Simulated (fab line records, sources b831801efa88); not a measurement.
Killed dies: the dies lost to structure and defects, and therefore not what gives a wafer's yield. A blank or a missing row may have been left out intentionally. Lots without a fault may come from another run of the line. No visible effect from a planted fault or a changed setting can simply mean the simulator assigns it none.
Shared-tool check | flow sky130 | Sampled: 14 lots, 42 wafers

REASON FOR OPENING
Of 14 lots, 2 have the reading DNWELL_TW flagged at SKY_DNWELL_TW_MEAS_09. Fault-free wafers read 1107, with a standard deviation of 9.4.
Rule: flag the lot when none of its wafers has a number, or when each of its wafers that has one lies beyond 4 standard deviations from that mean. All remaining lots are regarded as sound.

lot  | measured    | on            | DNWELL_TW, wafer by wafer | flag
L797 | day 3 07:52 | film metro-01 | 1094 1093 1093            |
L799 | day 3 13:46 | film metro-01 | 1088 1094 1094            |
L802 | day 4 08:42 | film metro-04 | 1114 1112 1114            |
L803 | day 4 12:06 | film metro-04 | 1115 1118 1110            |
L804 | day 4 18:52 | film metro-02 | 1106 1108 1110            |
L805 | day 4 23:19 | film metro-04 | 1112 1116 1117            |
L806 | day 5 05:21 | film metro-01 | 1106 1105 1107            |
L807 | day 5 11:43 | film metro-04 | 1127 1121 1119            |
L808 | day 5 16:40 | film metro-01 | 1099 1105 1103            |
L813 | day 7 00:48 | film metro-02 | 30 30 30                  | FLAGGED
L814 | day 7 02:01 | film metro-04 | 30 30 30                  | FLAGGED
L816 | day 7 12:21 | film metro-02 | 1113 1106 1111            |
L818 | day 7 21:12 | film metro-02 | 1102 1111 1108            |
L820 | day 8 08:43 | film metro-02 | 1108 1105 1100            |
The numbers of the flagged lots are 30 on average: -1077 against the usual, or -99 or more standard deviations.

LOT BY LOT: THE TOOL USED
The record holds 1 process step before the reading, out of a route of 708 steps. Read each cell as the tool, then ch plus the chambers that the sampled wafers visited, then the start.
lot  | flag    | SKY_DNWELL_EXPOSE_04
L797 |         | iline stepper-02 ch 0, day 3 00:08
L799 |         | iline stepper-02 ch 0, day 3 05:43
L802 |         | iline stepper-01 ch 0, day 4 00:10
L803 |         | iline stepper-01 ch 0, day 4 03:42
L804 |         | iline stepper-02 ch 0, day 4 09:53
L805 |         | iline stepper-02 ch 0, day 4 13:58
L806 |         | iline stepper-02 ch 0, day 4 20:34
L807 |         | iline stepper-02 ch 0, day 5 02:52
L808 |         | iline stepper-02 ch 0, day 5 07:11
L813 | FLAGGED | iline stepper-02, day 6 15:12
L814 | FLAGGED | iline stepper-01, day 6 15:51
L816 |         | iline stepper-01 ch 0, day 7 01:41
L818 |         | iline stepper-02 ch 0, day 7 11:45
L820 |         | iline stepper-01 ch 0, day 7 21:44
What the steps here do:
- SKY_DNWELL_EXPOSE_04: exposes mask DNM, target cd 3000 nm.
- SKY_DNWELL_TW_MEAS_09

FLAGGED OVER TOTAL, TOOL BY TOOL (the gauges that took the reading come last)
step                  | tool             | lots run | flagged | share of the flagged lots | sound lots run after its first flagged lot
SKY_DNWELL_EXPOSE_04  | iline stepper-01 | 5        | 1       | some                      | 2 (L816,L820)
SKY_DNWELL_EXPOSE_04  | iline stepper-02 | 9        | 1       | some                      | 1 (L818)
SKY_DNWELL_TW_MEAS_09 | film metro-01    | 4        | 0       | none                      | -
SKY_DNWELL_TW_MEAS_09 | film metro-02    | 5        | 1       | some                      | 3 (L816,L818,L820)
SKY_DNWELL_TW_MEAS_09 | film metro-04    | 5        | 1       | some                      | 0

WHAT THE TABLE PERMITS
No row of the table ran every flagged lot.

WHAT THE SIMULATOR HAD INSERTED
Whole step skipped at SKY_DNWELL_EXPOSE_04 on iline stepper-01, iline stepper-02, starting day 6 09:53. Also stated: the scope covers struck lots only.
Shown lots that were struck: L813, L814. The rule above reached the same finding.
